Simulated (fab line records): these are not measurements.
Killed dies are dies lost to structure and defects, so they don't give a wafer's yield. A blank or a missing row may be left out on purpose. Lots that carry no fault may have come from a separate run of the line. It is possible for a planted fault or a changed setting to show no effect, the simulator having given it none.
Chamber matching -- flow gf180mcu -- GF_V4_CMP_04 on cmp-01 has 4 sister chambers
The step polishes SiO2. 14 wafers are shown with their chamber, then 7 later ones without.

## WAFERS, EACH WITH ITS CHAMBER
wafer,chamber,motorCurrentA (A),timeToEndpointS (s),retainingRingPressureFrac
L168.1,0,12.1,79,0.999
L168.2,1,11.9,88,0.998
L168.3,2,11.5,78,1.007
L170.1,2,11.6,74,1.002
L170.4,0,12.2,90,0.994
L170.5,0,12.7,85,1.001
L175.2,1,11.8,85,1.003
L175.5,3,15.8,88,1.006
L175.6,2,11.8,69,0.999
L176.1,2,12.1,63,1.002
L176.5,0,12.2,73,1.002
L176.6,1,11.9,81,1.003
L184.2,2,11.9,75,1.008
L184.3,1,11.6,86,0.999

SIGNATURES (means of the wafers above)
reading,chamber 0,chamber 1,chamber 2,chamber 3,scatter within a chamber
motorCurrentA,12.300,11.800,11.780,15.800,0.225
timeToEndpointS,81.75,85.00,71.80,88.00,5.72
retainingRingPressureFrac,0.99900,1.00075,1.00360,1.00600,0.00341
Rule: for a wafer and a chamber, the distance is found by dividing, reading by reading, the gap between the wafer's reading and the chamber's mean by the reading's scatter, squaring, summing and taking the root. If the next closest chamber is less than 2 further off than the closest, the wafer can't be placed; otherwise it belongs to the closest. The scatter: the root of (the sum of the squares of (reading less its chamber's mean) over the shown wafers, divided by (wafers less chambers)).

## WAFERS MISSING THEIR CHAMBER
wafer,motorCurrentA (A),timeToEndpointS (s),retainingRingPressureFrac
L184.5,12.0,88,1.002
L185.2,11.6,90,1.002
L185.5,16.0,91,1.006
L185.6,12.2,87,0.996
L187.3,12.3,74,0.994
L187.4,11.9,74,1.002
L187.6,12.4,75,0.999

## EACH ONE'S CHAMBER
wafer,from the rows above,in truth
L184.5,can't be placed: 1 or 0 or 2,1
L185.2,1,1
L185.5,3,3
L185.6,can't be placed: 0 or 1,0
L187.3,can't be placed: 0 or 1 or 2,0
L187.4,can't be placed: 2 or 1 or 0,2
L187.6,can't be placed: 0 or 2 or 1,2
Placed correctly: 2 of 7. Unplaceable from these rows: 5, with the true chamber sitting among the candidates in 5. Wrongly placed: 0.
